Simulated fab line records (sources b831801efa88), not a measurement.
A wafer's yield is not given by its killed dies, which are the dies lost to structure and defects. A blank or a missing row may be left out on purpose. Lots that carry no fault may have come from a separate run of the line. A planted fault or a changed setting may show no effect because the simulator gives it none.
Comparing a struck lot with a sound one || flow gf180mcu || 18 steps out of a route of 602
Sound: wafers L623.2, L623.4, L623.6. Wafers struck: L632.1, L632.2, L632.3. The cause is given at the end.
For every step that has rows: the tool of each side, followed by ch and its chambers, followed by its first start. Under that, the readings that differ: sound wafers || struck wafers || difference of the means || sigmas: that difference in standard deviations of wafers without a fault.
alike: words and numbers the same on both sides, and readings whose means are apart by under 2 such deviations; not compared: readings that were withheld, readings missing a value for some wafer, numbers with overlapping values and no deviation given by the record, and bounds like >300 which may hide the same value.
The two part at a step that has a row with sigmas, a row that says differs or no value, or rows on one side only. Non-overlapping numbers with no deviation appear without sigmas and do not part them. A reading missing from all wafers of one side parts the sides only when that side holds two or more wafers.

first, 2 steps without rows for these wafers: GF_VT_IMPLANT_PEB_05; GF_VT_IMPLANT_DEVELOP_06 (develop time 60 s).
GF_VT_IMPLANT_OVL_MEAS_07:
  struck on overlay-01, day 9 12:26; sound on overlay-02, day 7 06:38
  alike: VT_IMPLANT_OVL
next, for these wafers, 1 step has no rows: GF_VT_IMPLANT_IMPLANT_08.
GF_VT_IMPLANT_STRIP_09: strips in O2/N2.
  sound on plasma_asher-04 ch 1, day 7 06:49; struck on plasma_asher-02 ch 0,1, day 9 12:37
  alike: drypump_motor_current_A, heater_power_w, oes_product_au, platen_temp_c, strip_time_to_endpoint_s
  not compared: rf_hours_counter_h
GF_VT_IMPLANT_TW_MEAS_10:
  struck on film_metro-04, day 9 12:43; sound on film_metro-04, day 7 06:55
  alike: VT_IMPLANT_TW
then, 6 steps without rows for these wafers: GF_VT_IMPLANT_DEHYDRATE_11 (time 60 s); GF_VT_IMPLANT_HMDS_12 (prime time 60 s); GF_VT_IMPLANT_COAT_13 (resist thk 1000 nm); GF_VT_IMPLANT_SOFTBAKE_14 (time 60 s); GF_VT_IMPLANT_EXPOSE_15 (exposes mask Nwell LV AREA, target cd 860 nm); GF_VT_IMPLANT_PEB_16.
GF_VT_IMPLANT_DEVELOP_17: develop time 60 s.
  sound on litho_track-01 ch 0, day 7 22:51; struck on litho_track-02 ch 0, day 10 05:51
  alike: exhaust_pa, resist_line_temp_C
GF_VT_IMPLANT_OVL_MEAS_18:
  struck on overlay-01, day 10 06:00; sound on overlay-01, day 7 22:59
{"reading": "VT_IMPLANT_01_OVL (nm)", "sound": "-0.9 0.0 -1.2", "struck": "- - -", "difference": "no value on the struck wafers", "sigmas": ""}
next, for these wafers, 1 step has no rows: GF_VT_IMPLANT_IMPLANT_19.
GF_VT_IMPLANT_STRIP_20: strips in O2/N2.
  sound on plasma_asher-01 ch 0,1, day 7 23:10; struck on plasma_asher-04 ch 0,1, day 10 06:11
  alike: drypump_motor_current_A, heater_power_w, oes_product_au, platen_temp_c, strip_time_to_endpoint_s
  not compared: rf_hours_counter_h
GF_VT_IMPLANT_TW_MEAS_21:
  struck on film_metro-02, day 10 06:17; sound on film_metro-02, day 7 23:16
{"reading": "VT_IMPLANT_2_TW", "sound": "1210 1205 1205", "struck": "30 30 30", "difference": -1177, "sigmas": "-99 or more"}
then, 1 step without rows for these wafers: GF_VT_IMPLANT_DEHYDRATE_22 (time 60 s).

== WHERE THEY PART ==
At GF_VT_IMPLANT_OVL_MEAS_18 first; at GF_VT_IMPLANT_TW_MEAS_21 last (within this record only).

WHY: what had been put in by the simulator
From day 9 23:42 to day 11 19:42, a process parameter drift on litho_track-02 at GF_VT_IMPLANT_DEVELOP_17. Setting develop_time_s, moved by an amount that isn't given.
